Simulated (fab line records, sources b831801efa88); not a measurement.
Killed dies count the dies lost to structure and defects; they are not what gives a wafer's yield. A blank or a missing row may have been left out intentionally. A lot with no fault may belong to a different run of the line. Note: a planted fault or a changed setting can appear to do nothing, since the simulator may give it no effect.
Matching of chambers / flow sky130 / SKY_VIA2_ETCH_15 on rie_diel-02: 4 sister chambers
The step etches SiO2 in C4F8/O2/Ar, stops on TiN, target depth 546 nm, time 84 s. 16 wafers are shown with their chamber, then 8 later ones without.

WAFERS PAIRED WITH THEIR CHAMBERS
wafer=L076.3; chamber=2; oes_product_au (a.u.)=0.942
wafer=L076.5; chamber=1; oes_product_au (a.u.)=0.936
wafer=L076.6; chamber=0; oes_product_au (a.u.)=0.939
wafer=L079.1; chamber=1; oes_product_au (a.u.)=0.939
wafer=L079.4; chamber=3; oes_product_au (a.u.)=0.946
wafer=L079.6; chamber=2; oes_product_au (a.u.)=0.944
wafer=L085.1; chamber=3; oes_product_au (a.u.)=0.934
wafer=L085.5; chamber=1; oes_product_au (a.u.)=0.940
wafer=L085.6; chamber=0; oes_product_au (a.u.)=0.931
wafer=L086.2; chamber=1; oes_product_au (a.u.)=0.951
wafer=L086.5; chamber=1; oes_product_au (a.u.)=0.939
wafer=L086.6; chamber=2; oes_product_au (a.u.)=0.944
wafer=L089.3; chamber=3; oes_product_au (a.u.)=0.940
wafer=L089.4; chamber=2; oes_product_au (a.u.)=0.945
wafer=L089.5; chamber=1; oes_product_au (a.u.)=0.936
wafer=L090.2; chamber=3; oes_product_au (a.u.)=0.936

SIGNATURES (means of the wafers above)
reading=oes_product_au; chamber 0=0.93500; chamber 1=0.94017; chamber 2=0.94375; chamber 3=0.93900; scatter within a chamber=0.00479
Rule: for a wafer and a chamber, the distance is found by dividing, reading by reading, the gap between the wafer's reading and the chamber's mean by the reading's scatter, squaring, summing and taking the root. The wafer belongs to the nearest chamber; if the next one is less than 2 further off, it can't be placed. How the scatter is found: for the shown wafers, subtract from each reading the mean of its chamber, square and add these, divide the total by (wafers less chambers), then take the root.

WAFERS WHOSE CHAMBER IS MISSING
wafer=L090.3; oes_product_au (a.u.)=0.941
wafer=L090.5; oes_product_au (a.u.)=0.939
wafer=L091.1; oes_product_au (a.u.)=0.944
wafer=L091.3; oes_product_au (a.u.)=0.947
wafer=L091.6; oes_product_au (a.u.)=0.943
wafer=L097.1; oes_product_au (a.u.)=0.944
wafer=L097.3; oes_product_au (a.u.)=0.950
wafer=L097.4; oes_product_au (a.u.)=0.935

WHICH CHAMBER EACH WENT THROUGH
wafer=L090.3; from the rows above=can't be placed: 1 or 3 or 2 or 0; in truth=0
wafer=L090.5; from the rows above=can't be placed: 3 or 1 or 0 or 2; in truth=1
wafer=L091.1; from the rows above=can't be placed: 2 or 1 or 3 or 0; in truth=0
wafer=L091.3; from the rows above=can't be placed: 2 or 1 or 3 or 0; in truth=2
wafer=L091.6; from the rows above=can't be placed: 2 or 1 or 3 or 0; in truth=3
wafer=L097.1; from the rows above=can't be placed: 2 or 1 or 3 or 0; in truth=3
wafer=L097.3; from the rows above=can't be placed: 2 or 1 or 3 or 0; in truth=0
wafer=L097.4; from the rows above=can't be placed: 0 or 3 or 1 or 2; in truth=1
0 of 8 placed correctly. Can't be placed from these rows: 8 (the true chamber is among the candidates in 8). Wrongly placed: 0.
